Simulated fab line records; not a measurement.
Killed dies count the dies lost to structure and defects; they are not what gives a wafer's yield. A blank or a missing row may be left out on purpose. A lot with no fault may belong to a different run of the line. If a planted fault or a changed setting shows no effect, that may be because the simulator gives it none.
What tool caused it? | flow sky130 | 13 lots, 39 wafers sampled, at 4 steps of a route of 708

## WHAT THE GAUGES READ, wafer by wafer
SKY_FIELD_ISO_THK_MEAS_02. Usual: FIELD_ISO_OXIDATION_00_THK gives 11.47 nm (standard deviation 0.2).
lot  | measured    | on            | FIELD_ISO_OXIDATION_00_THK (nm) | flag
L274 | day 1 17:21 | film_metro-04 | 11.66 11.51 11.39               |
L276 | day 2 03:15 | film_metro-04 | 11.38 11.44 11.44               |
L277 | day 2 07:44 | film_metro-04 | 11.69 11.56 11.71               |
L278 | day 2 12:38 | film_metro-01 | 11.97 11.74 11.85               |
L279 | day 2 19:16 | film_metro-01 | 11.53 11.23 11.58               |
L280 | day 2 23:24 | film_metro-03 | 11.62 11.59 11.80               |
L281 | day 3 03:39 | film_metro-03 | 11.37 11.30 11.51               |
L282 | day 3 09:18 | film_metro-04 | 11.59 11.71 11.52               |
L286 | day 4 06:14 | film_metro-03 | 11.61 11.34 11.54               |
L288 | day 4 14:44 | film_metro-03 | 11.04 10.95 10.81               |
L291 | day 5 08:20 | film_metro-04 | 11.38 11.27 11.37               |
L294 | day 5 21:16 | film_metro-03 | 11.55 11.60 11.75               |
L295 | day 6 03:28 | film_metro-04 | 11.48 11.63 11.48               |

SKY_VT_ADJUST_LVTN_OVL_MEAS_07. Usual: VT_ADJUST_LVTN_OVL gives 0.1 nm (standard deviation 1.7).
lot  | measured     | on         | VT_ADJUST_LVTN_OVL (nm) | flag
L274 | day 7 02:03  | overlay-02 | -0.7 -1.4 -1.1          |
L276 | day 7 13:53  | overlay-01 | 0.4 0.0 0.3             |
L277 | day 7 22:23  | overlay-02 | 1.1 0.6 0.1             |
L278 | day 8 03:14  | overlay-01 | 0.4 3.1 1.5             |
L279 | day 8 11:59  | overlay-01 | 0.1 -0.2 1.1            |
L280 | day 8 17:47  | overlay-01 | 2.3 -1.2 1.3            |
L281 | day 9 00:05  | overlay-01 | -0.3 1.4 0.6            |
L282 | day 9 08:41  | overlay-02 | 1.5 2.8 2.9             |
L286 | day 10 15:15 | overlay-01 | 1.3 1.5 1.3             |
L288 | day 11 05:02 | overlay-01 | -1.1 -0.2 -0.8          |
L291 | day 11 22:33 | overlay-02 | -0.3 -1.5 -0.4          |
L294 | day 12 22:14 | overlay-02 | -2.3 -1.9 -4.5          |
L295 | day 13 02:38 | overlay-02 | -2.8 -2.3 -1.2          |

## WHAT TOOL EACH LOT RAN ON (gives the tool, then ch and the chambers of the sampled wafers, and finally the start)
lot  | SKY_FIELD_ISO_ETCH_17           | SKY_NWELL_STRIP_14
L274 | rie_si-02 ch 0,1, day 2 10:56   | plasma_asher-01 ch 0,1, day 4 20:43
L276 | rie_si-01 ch 0,3, day 2 19:58   | plasma_asher-01 ch 0, day 5 04:22
L277 | rie_si-02 ch 1,2, day 3 03:19   | plasma_asher-02 ch 0,1, day 5 11:55
L278 | rie_si-01 ch 0,2,3, day 3 09:24 | plasma_asher-03 ch 0,1, day 5 18:10
L279 | rie_si-02 ch 0,3, day 3 12:56   | plasma_asher-02 ch 0,1, day 6 00:05
L280 | rie_si-01 ch 0,1,2, day 3 17:19 | plasma_asher-03 ch 0,1, day 6 04:53
L281 | rie_si-02 ch 0,1, day 3 21:18   | plasma_asher-03 ch 0,1, day 6 11:03
L282 | rie_si-01 ch 2,3, day 4 05:37   | plasma_asher-03 ch 0,1, day 6 18:38
L286 | rie_si-01 ch 0,2,3, day 5 00:27 | plasma_asher-01 ch 0,1, day 7 21:15
L288 | rie_si-02 ch 1,2,3, day 5 15:14 | plasma_asher-01 ch 1, day 8 09:22
L291 | rie_si-01 ch 1,2,3, day 6 05:19 | plasma_asher-03 ch 0,1, day 9 01:02
L294 | rie_si-01 ch 1,2, day 6 18:38   | plasma_asher-03 ch 0,1, day 9 22:04
L295 | rie_si-01 ch 1,2,3, day 7 01:30 | plasma_asher-01 ch 0,1, day 10 01:52
- SKY_FIELD_ISO_ETCH_17: etches Si in HBr/Cl2/O2, target depth 342 nm, time 97.7 s.
- SKY_NWELL_STRIP_14: strips in O2/N2.

## WHAT THE TOOLS THEMSELVES READ (means of the sampled wafers that have a number; where no wafer has one, the mark that the record gives instead)
SKY_FIELD_ISO_ETCH_17. Usual: drypump_motor_current_A 5.6 A, standard deviation 0.38; oes_product_au 1.002 a.u., standard deviation 0.0082; rf_fwd_power_W 596.3 W, standard deviation 2.5; throttle_valve_pct 25.657 %, standard deviation 0.0097.
lot  | tool      | drypump_motor_current_A (A) | oes_product_au (a.u.) | rf_fwd_power_W (W) | throttle_valve_pct (%) | flag
L274 | rie_si-02 | 5.8                         | 0.995                 | 596.2              | 25.654                 |
L276 | rie_si-01 | 5.0                         | 1.003                 | 597.8              | 25.650                 |
L277 | rie_si-02 | 5.5                         | 0.997                 | 597.7              | 25.661                 |
L278 | rie_si-01 | 5.4                         | 1.005                 | 597.9              | 25.654                 |
L279 | rie_si-02 | 5.8                         | 0.997                 | 598.0              | 25.656                 |
L280 | rie_si-01 | 5.7                         | 1.005                 | 597.5              | 25.653                 |
L281 | rie_si-02 | 5.8                         | 1.005                 | 594.3              | 25.657                 |
L282 | rie_si-01 | 5.2                         | 1.009                 | 597.7              | 25.650                 |
L286 | rie_si-01 | 5.4                         | 1.005                 | 596.6              | 25.650                 |
L288 | rie_si-02 | 5.6                         | 0.978                 | 563.9              | 25.681                 | OFF
L291 | rie_si-01 | 5.5                         | 1.010                 | 596.9              | 25.648                 |
L294 | rie_si-01 | 5.9                         | 1.017                 | 598.7              | 25.651                 |
L295 | rie_si-01 | 5.5                         | 1.006                 | 598.7              | 25.654                 |

SKY_NWELL_STRIP_14. Usual: drypump_motor_current_A 6.0 A, standard deviation 0.3; oes_product_au 0.722 a.u., standard deviation 0.0045; strip_time_to_endpoint_s 36.89 s, standard deviation 0.11.
lot  | tool            | drypump_motor_current_A (A) | oes_product_au (a.u.) | strip_time_to_endpoint_s (s) | flag
L274 | plasma_asher-01 | 5.8                         | 0.721                 | 36.86                        |
L276 | plasma_asher-01 | 5.6                         | 0.723                 | 36.88                        |
L277 | plasma_asher-02 | 5.6                         | 0.724                 | 36.87                        |
L278 | plasma_asher-03 | 6.3                         | 0.720                 | 36.73                        |
L279 | plasma_asher-02 | 5.6                         | 0.725                 | 37.02                        |
L280 | plasma_asher-03 | 6.1                         | 0.724                 | 36.83                        |
L281 | plasma_asher-03 | 6.3                         | 0.719                 | 36.85                        |
L282 | plasma_asher-03 | 6.1                         | 0.724                 | 37.11                        |
L286 | plasma_asher-01 | 5.8                         | 0.721                 | 36.73                        |
L288 | plasma_asher-01 | 6.0                         | 0.721                 | 37.02                        |
L291 | plasma_asher-03 | 6.1                         | 0.726                 | 36.81                        |
L294 | plasma_asher-03 | 6.1                         | 0.723                 | 36.78                        |
L295 | plasma_asher-01 | 5.9                         | 0.727                 | 36.89                        |

## THE ANSWER, worked out from the rows above alone
Rule: a lot is off if the mean of its wafers that have a number lies more than 3 standard deviations from the usual mean. Also off: a lot with no number at a reading for which 4 or more lots have one. All remaining lots with rows at the step are treated as sound. After the gauges, taken in route order, come the tools' own readings; for these a lot's mean is taken, as printed above. The first step at which some lot is off is used, and at that step the reading that is off furthest; a lot without a number counts as furthest.
Off: L288 (SKY_FIELD_ISO_ETCH_17, rf_fwd_power_W).
If a tool, at that step or one of the process steps before it, ran each lot that is off and ran no sound lot following the first of them, it fits. One fits: SKY_FIELD_ISO_ETCH_17 on rie_si-02. A fault onset in the window from L281 (day 3 21:18, its last sound lot) to L288 (day 5 15:14, its first lot off) fits.
The tool's own readings at SKY_FIELD_ISO_ETCH_17 bear it out: on the lots that are off they differ by more than 5 times the standard deviation of the sound lots' means. rf_fwd_power_W reads 563.9 W there against 597.3 W on the sound lots; throttle_valve_pct reads 25.681 % there against 25.653 % on the sound lots.

## WHAT WAS PUT IN BY THE SIMULATOR
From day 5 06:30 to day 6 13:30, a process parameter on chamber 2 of rie_si-02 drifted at SKY_FIELD_ISO_ETCH_17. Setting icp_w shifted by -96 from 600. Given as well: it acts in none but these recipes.
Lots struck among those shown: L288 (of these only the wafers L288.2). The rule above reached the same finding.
